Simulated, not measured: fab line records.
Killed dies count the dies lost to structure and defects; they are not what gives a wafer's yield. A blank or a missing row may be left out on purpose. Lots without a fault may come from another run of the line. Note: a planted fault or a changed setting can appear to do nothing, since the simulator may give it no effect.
Check of tool commonality | flow sky130 | 13 lots, 39 wafers sampled

## REASON IT WAS OPENED
2 of 13 lots carry a flag on the reading NWELL_RS at SKY_NWELL_RS_MEAS_29. Wafers without a fault read 625.5 ohm/sq, standard deviation 1.7.
Rule: a lot is flagged when every wafer of it that has a number lies more than 4 standard deviations from that mean, or none has a number. As for the other lots, they are considered sound.

lot  | measured     | on            | NWELL_RS (ohm/sq), wafer by wafer | flag
L339 | day 5 07:06  | film-metro-03 | 625.4 624.3 623.8                 |
L340 | day 5 13:00  | film-metro-01 | 627.0 626.6 627.6                 |
L341 | day 5 17:52  | film-metro-01 | 624.0 624.8 624.2                 |
L342 | day 6 01:57  | film-metro-02 | 624.7 624.8 624.9                 |
L343 | day 6 03:40  | film-metro-03 | 623.7 625.6 624.1                 |
L344 | day 6 11:34  | film-metro-03 | 624.8 623.5 623.7                 |
L345 | day 6 22:02  | film-metro-01 | 593.0 595.3 595.3                 | FLAGGED
L348 | day 8 09:43  | film-metro-03 | 627.7 627.9 627.1                 |
L351 | day 8 23:32  | film-metro-03 | 594.8 594.3 594.9                 | FLAGGED
L357 | day 9 18:23  | film-metro-02 | 623.5 623.1 623.6                 |
L356 | day 9 20:39  | film-metro-02 | 623.3 626.5 626.5                 |
L358 | day 10 04:59 | film-metro-01 | 624.3 626.9 627.4                 |
L360 | day 10 19:23 | film-metro-01 | 626.3 626.3 625.5                 |
Average over the flagged lots: 594.6 ohm/sq; offset from the usual -30.9 ohm/sq, equal to -18 standard deviations.

## LOT BY LOT: THE TOOL USED
Before the reading, the record contains 2 process steps out of a 708-step route. Each cell gives the tool, then ch followed by the chambers the sampled wafers passed through, then the start.
lot  | flag    | SKY_DNWELL_STRIP_08                 | SKY_NWELL_IMPLANT_12
L339 |         | plasma-asher-01 ch 0,1, day 3 05:28 | implanter-03 ch 0, day 4 14:17
L340 |         | plasma-asher-01 ch 1, day 3 10:55   | implanter-03 ch 0, day 4 19:55
L341 |         | plasma-asher-04 ch 0,1, day 3 14:55 | implanter-03 ch 0, day 5 00:02
L342 |         | plasma-asher-03 ch 1, day 3 22:16   | implanter-04 ch 0, day 5 07:29
L343 |         | plasma-asher-04 ch 0,1, day 4 02:37 | implanter-04 ch 0, day 5 10:13
L344 |         | plasma-asher-03 ch 0, day 4 07:07   | implanter-01 ch 0, day 5 16:05
L345 | FLAGGED | plasma-asher-01 ch 0,1, day 4 14:43 | implanter-04 ch 0, day 6 01:19
L348 |         | plasma-asher-04 ch 0,1, day 5 22:19 | implanter-03 ch 0, day 7 12:13
L351 | FLAGGED | plasma-asher-03 ch 0,1, day 6 11:08 | implanter-01 ch 0, day 8 03:26
L357 |         | plasma-asher-01 ch 0,1, day 7 04:32 | implanter-03 ch 0, day 8 21:02
L356 |         | plasma-asher-01 ch 0,1, day 7 05:13 | implanter-03 ch 0, day 8 22:31
L358 |         | plasma-asher-01 ch 0,1, day 7 15:10 | implanter-01 ch 0, day 9 06:20
L360 |         | plasma-asher-01 ch 1, day 7 23:49   | implanter-03 ch 0, day 9 20:41
What the steps here do:
- SKY_DNWELL_STRIP_08: strips in O2/N2.
- SKY_NWELL_IMPLANT_12
- SKY_NWELL_RS_MEAS_29: measures by four-point-probe.

## FLAGGED OVER TOTAL, TOOL BY TOOL (the gauges that took the reading come last)
step                 | tool            | lots run | flagged | share of the flagged lots | sound lots run after its first flagged lot
SKY_DNWELL_STRIP_08  | plasma-asher-01 | 7        | 1       | some                      | 4 (L357,L356,L358,L360)
SKY_DNWELL_STRIP_08  | plasma-asher-03 | 3        | 1       | some                      | 0
SKY_DNWELL_STRIP_08  | plasma-asher-04 | 3        | 0       | none                      | -
SKY_NWELL_IMPLANT_12 | implanter-01    | 3        | 1       | some                      | 1 (L358)
SKY_NWELL_IMPLANT_12 | implanter-03    | 7        | 0       | none                      | -
SKY_NWELL_IMPLANT_12 | implanter-04    | 3        | 1       | some                      | 0
SKY_NWELL_RS_MEAS_29 | film-metro-01   | 5        | 1       | some                      | 2 (L358,L360)
SKY_NWELL_RS_MEAS_29 | film-metro-02   | 3        | 0       | none                      | -
SKY_NWELL_RS_MEAS_29 | film-metro-03   | 5        | 1       | some                      | 0

## THE TABLE: WHAT IT ALLOWS
No row of the table ran every flagged lot.

## WHAT THE SIMULATOR PUT IN
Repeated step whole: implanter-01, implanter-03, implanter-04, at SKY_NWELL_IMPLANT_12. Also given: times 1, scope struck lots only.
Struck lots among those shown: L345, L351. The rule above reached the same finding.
